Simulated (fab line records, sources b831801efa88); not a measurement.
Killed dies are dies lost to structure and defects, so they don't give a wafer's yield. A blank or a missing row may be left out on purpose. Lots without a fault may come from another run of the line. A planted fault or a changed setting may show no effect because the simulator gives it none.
Split-lot experiment | flow sfq_line | 5 lots, 23 wafers read, on a route of 325 steps

THE SPLIT
At SFQ_TRILAYER_M7_LITHO_PEB_180 (peb time 60 s), the setting peb_time_s was moved away from the recipe's 60 s on 5 of the 23 wafers read, by -8.3% to +13.7%. The other wafers ran this setting at the recipe's value.

FROM THE SPLIT TO THE READING: what the file shows between them, 2 steps
- SFQ_TRILAYER_M7_LITHO_DEVELOP_179: time 60 s
- SFQ_TRILAYER_M7_BARC_OPEN_METAL_ETCH_229: etches BARC in O2, target depth 125 nm, time 41.7 s

THE READING
M7.cd_nm (the simulator's own value, which no gauge read), in nm, at SFQ_TRILAYER_M7_ETCH_METAL_ETCH_180 (etches Nb in Cl2/Ar, stops on SiO2, target depth 240 nm, time 120 s). The file gives no usual value for it. The 18 wafers here that ran the recipe average 500.3 nm, standard deviation 1.4 nm.

wafer  | tool, chamber at the split | peb_time_s as run, s | against the recipe | M7.cd_nm, nm | against lot-mates on the recipe
L077.1 | litho_track-02, 0          | 60                   | recipe             | 502.8        | -
L077.2 | litho_track-02, 0          | 60                   | recipe             | 500          | -
L077.3 | litho_track-02, 0          | 60                   | recipe             | 500.6        | -
L077.4 | litho_track-02, 0          | 60                   | recipe             | 501.1        | -
L077.5 | litho_track-02, 0          | 60                   | recipe             | 502.2        | -
L079.1 | litho_track-01, 0          | 60                   | recipe             | 498.1        | -
L079.2 | litho_track-01, 0          | 60                   | recipe             | 500.3        | -
L079.3 | litho_track-01, 0          | 60                   | recipe             | 502.1        | -
L079.5 | litho_track-01, 0          | 60                   | recipe             | 498.8        | -
L079.6 | litho_track-01, 0          | 60                   | recipe             | 500.7        | -
L080.1 | litho_track-03, 0          | 68.21                | +13.7%             | 484.6        | -17.4
L080.2 | litho_track-03, 0          | 68.21                | +13.7%             | 484.2        | -17.8
L080.3 | litho_track-03, 0          | 60                   | recipe             | 501.6        | -
L080.4 | litho_track-03, 0          | 60                   | recipe             | 502.4        | -
L080.6 | litho_track-03, 0          | 68.21                | +13.7%             | 482          | -20.0
L081.2 | litho_track-03, 0          | 55                   | -8.3%              | 512.6        | +12.9
L081.3 | litho_track-03, 0          | 55                   | -8.3%              | 511.3        | +11.6
L081.4 | litho_track-03, 0          | 60                   | recipe             | 499.3        | -
L081.5 | litho_track-03, 0          | 60                   | recipe             | 500.5        | -
L081.6 | litho_track-03, 0          | 60                   | recipe             | 499.4        | -
L083.2 | litho_track-01, 0          | 60                   | recipe             | 499          | -
L083.4 | litho_track-01, 0          | 60                   | recipe             | 498.6        | -
L083.5 | litho_track-01, 0          | 60                   | recipe             | 498.4        | -

THE FIT
A straight line over all 23 wafers: M7.cd_nm changes by -1.26 nm for each +1% of peb_time_s; r = -0.98; the points scatter about the line by 1.5 nm.
The same after taking each lot's own level away (the mean of its wafers on the recipe; 23 wafers): -1.37 nm for each +1%; r = -0.99; scatter 1 nm.
On that fit, the largest move of peb_time_s shifts the reading by 19 nm.
The lots' own levels span 498.67 to 502.00 nm, that is 2.3 times the standard deviation above.
So the lot-to-lot level changes the slope little: the two slopes agree.
Check: with one of the wafers moved furthest among these (+13.7%) left out of the fit, the line predicts -19.2 nm for it against its lot-mates. It came out at -17.4 nm against them.

OTHER SPLITS ON THESE WAFERS
These wafers also went through other splits before the reading. Each is held against what the fit with the lots' levels taken away leaves over:
other split on the same wafers                   | wafers away from the commonest value | r with M7.cd_nm (lot level and that fit taken away)
SFQ_TRILAYER_M6_LITHO_COAT_164 spin_rpm          | 7                                    | -0.27
SFQ_TRILAYER_M6_ETCH_METAL_ETCH_162 icp_w        | 7                                    | +0.16
SFQ_TRILAYER_I6_CMP_CMP_166 leave_above_ref_nm   | 7                                    | -0.03
SFQ_TRILAYER_I6_VIA_LITHO_COAT_169 resist_thk_nm | 5                                    | -0.17
SFQ_TRILAYER_M7_LITHO_COAT_182 resist_thk_nm     | 8                                    | -0.26

THE WHOLE CHAIN: every reading that the file lists as answering this split, in the file's order
step                                     | what it does                                                        | reading                                                   | change (the file's fit)              | r (the file's)
SFQ_TRILAYER_M7_BARC_OPEN_METAL_ETCH_229 | etches BARC in O2, target depth 125 nm, time 41.7 s                 | M7.cd_nm (the simulator's own value, which no gauge read) | -1.32 nm for each +1% of the setting | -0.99
SFQ_TRILAYER_M7_ETCH_METAL_ETCH_180      | etches Nb in Cl2/Ar, stops on SiO2, target depth 240 nm, time 120 s | M7.cd_nm (the simulator's own value, which no gauge read) | -1.38 nm for each +1% of the setting | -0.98

THE FILE'S OWN FIT
M7.cd_nm changes by -1.38 nm for each +1% of peb_time_s, r = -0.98.
